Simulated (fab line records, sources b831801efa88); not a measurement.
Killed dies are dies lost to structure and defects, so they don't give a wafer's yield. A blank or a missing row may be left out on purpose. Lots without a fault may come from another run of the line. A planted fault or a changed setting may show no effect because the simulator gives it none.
Problem report in the 8D (eight disciplines) form, filled by code | flow sfq_line | the parts of the form that need people (team, actions taken, sign-off) are left out

1. THE PROBLEM
oes_product_au at SFQ_TRILAYER_I6_VIA_BARC_OPEN_VIA_ETCH_235 reads a mean of 0.731 a.u. on 2 wafers of 2 lots; wafers without a fault read 0.686 a.u. with a standard deviation of 0.0048. That is +9.4 standard deviations from the usual mean.
The step: etches BARC in O2, target depth 125 nm, time 41.7 s.
First seen on wafer L605.3, day 79 15:17, on rie_diel-02. The record holds 42 wafers of 14 lots with a number at this step. Rule for "out", or "out of limits": more than 4 standard deviations from the usual mean. The other wafers with a number count as sound.

2. WHAT IT IS AND WHAT IT IS NOT
question                    | is                           | is not
which readings at this step | oes_product_au, run_length_s | drypump_motor_current_A
which lots                  | L605, L608                   | L595, L596, L597, L598, L599, L601, L607, L612, L613, L614, L616, L617
which wafers of those lots  | L605.3, L608.4               | L605.2, L605.5, L608.1, L608.2
read on which tools         | rie_diel-02                  | rie_diel-03, rie_diel-04
when                        | from day 79 15:17            | up to then (20 sound wafers); but 20 sound wafers of L607, L608, L612, L613, L614, L616, L617 came after

3. SUSPECTS, AND WHAT RULES EACH OUT
Counting: a tool at a process step up to the reading stays a suspect if it ran every lot that is out. Sound lots after the first of them don't rule it out here, since some wafers of a struck lot are sound.
- rie_diel-02 at SFQ_TRILAYER_I6_VIA_BARC_OPEN_VIA_ETCH_235 (etches BARC in O2, target depth 125 nm, time 41.7 s): kept. It ran every lot that is out, first L605 (day 79 15:17); its last sound lot up to then is L596 (day 76 17:47). Its own readings are out on those wafers: oes_product_au, run_length_s.
Left after counting: rie_diel-02 at SFQ_TRILAYER_I6_VIA_BARC_OPEN_VIA_ETCH_235.

4. THE CAUSE (what the simulator had put in)
Process parameter drift: rie_diel-02, from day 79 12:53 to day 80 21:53, at SFQ_TRILAYER_I6_VIA_BARC_OPEN_VIA_ETCH_235. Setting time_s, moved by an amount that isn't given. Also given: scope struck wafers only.
Counting left only this tool.

5. THE CHAIN OF EFFECTS, in route order
Each row: a reading whose mean over the struck wafers that have a number lies more than 3 standard deviations from the usual. Only readings for which the record gives a usual standard deviation are gone through. hours: the time from each lot's start at the first step in this table that gives one to its start at this step, as a median over the lots. sigmas: the change in usual standard deviations.
hours | step                                       | reading        | usual      | on struck wafers | change | sigmas
0     | SFQ_TRILAYER_I6_VIA_BARC_OPEN_VIA_ETCH_235 | oes_product_au | 0.686 a.u. | 0.731            | +0.045 | +9.4
0     | SFQ_TRILAYER_I6_VIA_BARC_OPEN_VIA_ETCH_235 | run_length_s   | 70.2 s     | 66.4             | -3.8   | -8.9
The process steps in it:
- SFQ_TRILAYER_I6_VIA_BARC_OPEN_VIA_ETCH_235: etches BARC in O2, target depth 125 nm, time 41.7 s.

6. WHAT WOULD HAVE CAUGHT IT SOONER
In this record the first reading out of limits was taken at day 79 15:17, 2 hours after the fault began at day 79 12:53.
